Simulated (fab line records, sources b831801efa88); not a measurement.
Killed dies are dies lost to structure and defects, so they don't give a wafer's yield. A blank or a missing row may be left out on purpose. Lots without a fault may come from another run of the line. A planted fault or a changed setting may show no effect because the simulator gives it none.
Problem report in the 8D (eight disciplines) form, filled by code | flow gf180mcu | the parts of the form that need people (team, actions taken, sign-off) are left out

1. THE PROBLEM
beam_energy_keV at GF_LVPWELL_IMPLANT_09 reads a mean of 66.591 on 6 wafers of 2 lots; wafers without a fault read 60.003 with a standard deviation of 0.017. That is +99 or more standard deviations from the usual mean.
First seen on wafer L657.1, day 8 14:56, on implanter-01. The record holds 39 wafers of 13 lots with a number at this step. Rule for "out", or "out of limits": more than 4 standard deviations from the usual mean. The other wafers with a number count as sound.

2. WHAT IT IS AND WHAT IT IS NOT
question                    | is                     | is not
which readings at this step | beam_energy_keV        | dose_ions_cm2
which lots                  | L657, L660             | L638, L639, L640, L643, L646, L647, L648, L649, L650, L651, L653
which wafers of those lots  | all that have a number | -
read on which tools         | implanter-01           | implanter-02, implanter-03
when                        | from day 8 14:56       | up to then (33 sound wafers)

3. SUSPECTS, AND WHAT RULES EACH OUT
Counting: a tool at a process step up to the reading stays a suspect if it ran every lot that is out and no sound lot after the first of them.
- implanter-01 at GF_LVPWELL_IMPLANT_09: kept. It ran every lot that is out, first L657 (day 8 14:56), and no sound lot after that. Its own readings are out on those wafers: beam_energy_keV.
Left after counting: implanter-01 at GF_LVPWELL_IMPLANT_09.

4. THE CAUSE (what the simulator had put in)
Process parameter drift: implanter-01, from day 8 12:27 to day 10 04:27, at GF_LVPWELL_IMPLANT_09. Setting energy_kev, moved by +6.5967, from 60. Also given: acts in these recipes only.
Counting left only this tool.

5. THE CHAIN OF EFFECTS, in route order
Each row: a reading whose mean over the struck wafers that have a number lies more than 3 standard deviations from the usual. Only readings for which the record gives a usual standard deviation are gone through. hours: the time from each lot's start at the first step in this table that gives one to its start at this step, as a median over the lots. sigmas: the change in usual standard deviations.
hours | step                  | reading         | usual  | on struck wafers | change | sigmas
0     | GF_LVPWELL_IMPLANT_09 | beam_energy_keV | 60.003 | 66.591           | +6.588 | +99 or more
The process steps in it:
- GF_LVPWELL_IMPLANT_09
Later measuring or inspecting steps at which every struck wafer that the step has a row for has a number for every such reading, and none has moved that far: GF_VT_IMPLANT_RS_MEAS_48, GF_M3_OVL_MEAS_15.

6. WHAT WOULD HAVE CAUGHT IT SOONER
In this record the first reading out of limits was taken at day 8 14:56, 2 hours after the fault began at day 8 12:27.
